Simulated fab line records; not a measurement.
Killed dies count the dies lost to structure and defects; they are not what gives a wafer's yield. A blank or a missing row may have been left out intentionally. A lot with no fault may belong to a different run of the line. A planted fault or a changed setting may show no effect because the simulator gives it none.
Matching of chambers || flow sky130 || 4 sister chambers for SKY_VIA2_ETCH_14 on rie-diel-02
The step etches BARC in N2/H2, stops on SiO2, time 45.9 s, target depth 60 nm. 4 wafers are shown with their chamber, then 7 later ones without.

WAFERS PAIRED WITH THEIR CHAMBERS
{"wafer": "L992.3", "chamber": 1, "drypump-motor-current-A (A)": 5.8}
{"wafer": "L992.6", "chamber": 3, "drypump-motor-current-A (A)": 6.4}
{"wafer": "L994.6", "chamber": 0, "drypump-motor-current-A (A)": 5.5}
{"wafer": "L995.4", "chamber": 2, "drypump-motor-current-A (A)": 6.3}

WAFERS WITH NO CHAMBER GIVEN
{"wafer": "L995.5", "drypump-motor-current-A (A)": 5.4}
{"wafer": "L110.1", "drypump-motor-current-A (A)": 5.9}
{"wafer": "L110.2", "drypump-motor-current-A (A)": 5.4}
{"wafer": "L110.6", "drypump-motor-current-A (A)": 6.4}
{"wafer": "L111.3", "drypump-motor-current-A (A)": 5.5}
{"wafer": "L111.5", "drypump-motor-current-A (A)": 5.5}
{"wafer": "L111.6", "drypump-motor-current-A (A)": 5.8}

CHAMBER TAKEN BY EACH
{"wafer": "L995.5", "from the rows above": 0, "in truth": 0}
{"wafer": "L110.1", "from the rows above": 1, "in truth": 1}
{"wafer": "L110.2", "from the rows above": 0, "in truth": 0}
{"wafer": "L110.6", "from the rows above": "can't be placed: 3 or 2", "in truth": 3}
{"wafer": "L111.3", "from the rows above": 0, "in truth": 0}
{"wafer": "L111.5", "from the rows above": 0, "in truth": 0}
{"wafer": "L111.6", "from the rows above": 1, "in truth": 1}
Placed correctly: 6 of 7. From these rows, 1 cannot be placed; in 1 the true chamber is one of the candidates. Wrongly placed: 0.
How it was worked out, from the rows above alone: a wafer's distance from a chamber is the root of the sum, over the readings, of the square of ((its reading less the chamber's mean) divided by the reading's scatter). If the next closest chamber is less than 2 further off than the closest, the wafer can't be placed; otherwise it belongs to the closest. Each chamber's mean is taken over the wafers shown for it. The scatter: root of mean squared gap, hidden wafer to nearest shown wafer, with one shown wafer a chamber.
